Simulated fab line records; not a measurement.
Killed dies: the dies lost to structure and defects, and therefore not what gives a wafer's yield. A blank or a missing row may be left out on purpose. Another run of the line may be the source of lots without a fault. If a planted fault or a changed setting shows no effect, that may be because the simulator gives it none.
Split-lot trial :: flow sfq_line :: 23 wafers read from 5 lots, route of 325 steps

ABOUT THE SPLIT
At SFQ_TRILAYER_I3_VIA_BARC_OPEN_VIA_ETCH_121 (etches BARC in O2, target depth 125 nm, time 41.7 s), the setting source_w was moved away from the recipe's 500 W on 8 of the 23 wafers read, by -8.9% to +11.7%. All remaining wafers had this setting at the recipe value.

The file shows no step between the split and the reading.

THE READING
KrF_of_TRILAYER_I3_VIA_LITHO_COAT_085.thk_nm (the simulator's own value, which no gauge read), in nm, at SFQ_TRILAYER_I3_VIA_ETCH_VIA_ETCH_088 (etches SiO2 in CHF3, stops on Nb, target depth 260 nm). The file gives no usual value for it. The 15 wafers here that ran the recipe average 534.3 nm, standard deviation 2.1 nm.

wafer: L075.3
tool, chamber at the split: rie_diel-03, 3
source_w as run, W: 500
against the recipe: recipe
KrF_of_TRILAYER_I3_VIA_LITHO_COAT_085.thk_nm, nm: 535.1
against lot-mates on the recipe: -

wafer: L075.4
tool, chamber at the split: rie_diel-03, 3
source_w as run, W: 500
against the recipe: recipe
KrF_of_TRILAYER_I3_VIA_LITHO_COAT_085.thk_nm, nm: 533.1
against lot-mates on the recipe: -

wafer: L075.5
tool, chamber at the split: rie_diel-03, 1
source_w as run, W: 500
against the recipe: recipe
KrF_of_TRILAYER_I3_VIA_LITHO_COAT_085.thk_nm, nm: 533.6
against lot-mates on the recipe: -

wafer: L079.1
tool, chamber at the split: rie_diel-04, 2
source_w as run, W: 553.1
against the recipe: +10.6%
KrF_of_TRILAYER_I3_VIA_LITHO_COAT_085.thk_nm, nm: 533.7
against lot-mates on the recipe: -5.3

wafer: L079.2
tool, chamber at the split: rie_diel-04, 3
source_w as run, W: 500
against the recipe: recipe
KrF_of_TRILAYER_I3_VIA_LITHO_COAT_085.thk_nm, nm: 538.2
against lot-mates on the recipe: -

wafer: L079.4
tool, chamber at the split: rie_diel-04, 1
source_w as run, W: 553.1
against the recipe: +10.6%
KrF_of_TRILAYER_I3_VIA_LITHO_COAT_085.thk_nm, nm: 535
against lot-mates on the recipe: -4.0

wafer: L079.5
tool, chamber at the split: rie_diel-04, 0
source_w as run, W: 553.1
against the recipe: +10.6%
KrF_of_TRILAYER_I3_VIA_LITHO_COAT_085.thk_nm, nm: 535.9
against lot-mates on the recipe: -3.1

wafer: L079.6
tool, chamber at the split: rie_diel-04, 1
source_w as run, W: 500
against the recipe: recipe
KrF_of_TRILAYER_I3_VIA_LITHO_COAT_085.thk_nm, nm: 539.8
against lot-mates on the recipe: -

wafer: L080.1
tool, chamber at the split: rie_diel-01, 3
source_w as run, W: 558.3
against the recipe: +11.7%
KrF_of_TRILAYER_I3_VIA_LITHO_COAT_085.thk_nm, nm: 527.1
against lot-mates on the recipe: -6.3

wafer: L080.2
tool, chamber at the split: rie_diel-01, 1
source_w as run, W: 500
against the recipe: recipe
KrF_of_TRILAYER_I3_VIA_LITHO_COAT_085.thk_nm, nm: 533
against lot-mates on the recipe: -

wafer: L080.3
tool, chamber at the split: rie_diel-01, 0
source_w as run, W: 500
against the recipe: recipe
KrF_of_TRILAYER_I3_VIA_LITHO_COAT_085.thk_nm, nm: 533.8
against lot-mates on the recipe: -

wafer: L080.4
tool, chamber at the split: rie_diel-01, 2
source_w as run, W: 558.3
against the recipe: +11.7%
KrF_of_TRILAYER_I3_VIA_LITHO_COAT_085.thk_nm, nm: 528.9
against lot-mates on the recipe: -4.5

wafer: L080.5
tool, chamber at the split: rie_diel-01, 0
source_w as run, W: 558.3
against the recipe: +11.7%
KrF_of_TRILAYER_I3_VIA_LITHO_COAT_085.thk_nm, nm: 529.5
against lot-mates on the recipe: -3.9

wafer: L081.1
tool, chamber at the split: rie_diel-01, 1
source_w as run, W: 500
against the recipe: recipe
KrF_of_TRILAYER_I3_VIA_LITHO_COAT_085.thk_nm, nm: 535
against lot-mates on the recipe: -

wafer: L081.2
tool, chamber at the split: rie_diel-01, 0
source_w as run, W: 500
against the recipe: recipe
KrF_of_TRILAYER_I3_VIA_LITHO_COAT_085.thk_nm, nm: 534.4
against lot-mates on the recipe: -

wafer: L081.3
tool, chamber at the split: rie_diel-01, 3
source_w as run, W: 500
against the recipe: recipe
KrF_of_TRILAYER_I3_VIA_LITHO_COAT_085.thk_nm, nm: 531.7
against lot-mates on the recipe: -

wafer: L081.5
tool, chamber at the split: rie_diel-01, 3
source_w as run, W: 500
against the recipe: recipe
KrF_of_TRILAYER_I3_VIA_LITHO_COAT_085.thk_nm, nm: 532.6
against lot-mates on the recipe: -

wafer: L081.6
tool, chamber at the split: rie_diel-01, 0
source_w as run, W: 500
against the recipe: recipe
KrF_of_TRILAYER_I3_VIA_LITHO_COAT_085.thk_nm, nm: 533.7
against lot-mates on the recipe: -

wafer: L083.2
tool, chamber at the split: rie_diel-04, 3
source_w as run, W: 455.6
against the recipe: -8.9%
KrF_of_TRILAYER_I3_VIA_LITHO_COAT_085.thk_nm, nm: 538.9
against lot-mates on the recipe: +5.6

wafer: L083.3
tool, chamber at the split: rie_diel-04, 0
source_w as run, W: 500
against the recipe: recipe
KrF_of_TRILAYER_I3_VIA_LITHO_COAT_085.thk_nm, nm: 533.8
against lot-mates on the recipe: -

wafer: L083.4
tool, chamber at the split: rie_diel-04, 1
source_w as run, W: 455.6
against the recipe: -8.9%
KrF_of_TRILAYER_I3_VIA_LITHO_COAT_085.thk_nm, nm: 537.9
against lot-mates on the recipe: +4.6

wafer: L083.5
tool, chamber at the split: rie_diel-04, 0
source_w as run, W: 500
against the recipe: recipe
KrF_of_TRILAYER_I3_VIA_LITHO_COAT_085.thk_nm, nm: 533.7
against lot-mates on the recipe: -

wafer: L083.6
tool, chamber at the split: rie_diel-04, 1
source_w as run, W: 500
against the recipe: recipe
KrF_of_TRILAYER_I3_VIA_LITHO_COAT_085.thk_nm, nm: 532.3
against lot-mates on the recipe: -

FIT RESULTS
A straight line over all 23 wafers: KrF_of_TRILAYER_I3_VIA_LITHO_COAT_085.thk_nm changes by -0.3 nm for each +1% of source_w; r = -0.60; the points scatter about the line by 2.5 nm.
The same after taking each lot's own level away (the mean of its wafers on the recipe; 23 wafers): -0.448 nm for each +1%; r = -0.94; scatter 1 nm.
According to that fit, moving source_w by its largest amount changes the reading by 5.2 nm.
Across the lots, their own levels run from 533.27 to 539.00 nm, a range of 2.8 times the standard deviation given above.
So the lot-to-lot level blurs the effect unless lot-mates are compared.
Check: with one of the wafers moved furthest among these (+11.7%) left out of the fit, the line predicts -4.76 nm for it against its lot-mates. It came out at -6.3 nm against them.

THESE WAFERS: OTHER SPLITS
Note: prior to the reading, these wafers also went through further splits. Each is held against what the fit with the lots' levels taken away leaves over:
other split on the same wafers: SFQ_TRILAYER_I2_CMP_CMP_064 down_force_psi
wafers away from the commonest value: 12
r with KrF_of_TRILAYER_I3_VIA_LITHO_COAT_085.thk_nm (lot level and that fit taken away): -0.24

other split on the same wafers: SFQ_TRILAYER_I2_VIA_BARC_OPEN_VIA_ETCH_096 source_w
wafers away from the commonest value: 10
r with KrF_of_TRILAYER_I3_VIA_LITHO_COAT_085.thk_nm (lot level and that fit taken away): +0.33

other split on the same wafers: SFQ_TRILAYER_M3_LITHO_PEB_078 peb_time_s
wafers away from the commonest value: 11
r with KrF_of_TRILAYER_I3_VIA_LITHO_COAT_085.thk_nm (lot level and that fit taken away): -0.02

other split on the same wafers: SFQ_TRILAYER_M3_BARC_OPEN_METAL_ETCH_100 time_s
wafers away from the commonest value: 7
r with KrF_of_TRILAYER_I3_VIA_LITHO_COAT_085.thk_nm (lot level and that fit taken away): +0.22

other split on the same wafers: SFQ_TRILAYER_I3_CMP_CMP_082 leave_above_ref_nm
wafers away from the commonest value: 6
r with KrF_of_TRILAYER_I3_VIA_LITHO_COAT_085.thk_nm (lot level and that fit taken away): -0.20

THE WHOLE CHAIN: every reading that the file lists as answering this split, in the file's order
step: SFQ_TRILAYER_I3_VIA_BARC_OPEN_VIA_ETCH_121
what it does: etches BARC in O2, target depth 125 nm, time 41.7 s
reading: KrF_of_TRILAYER_I3_VIA_LITHO_COAT_085.thk_nm (the simulator's own value, which no gauge read)
change (the file's fit): -0.426 nm for each +1% of the setting
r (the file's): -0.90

step: SFQ_TRILAYER_I3_VIA_ETCH_VIA_ETCH_088
what it does: etches SiO2 in CHF3, stops on Nb, target depth 260 nm
reading: KrF_of_TRILAYER_I3_VIA_LITHO_COAT_085.thk_nm (the simulator's own value, which no gauge read)
change (the file's fit): -0.449 nm for each +1% of the setting
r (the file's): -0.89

THE FILE'S OWN FIT
KrF_of_TRILAYER_I3_VIA_LITHO_COAT_085.thk_nm changes by -0.449 nm for each +1% of source_w, r = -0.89.
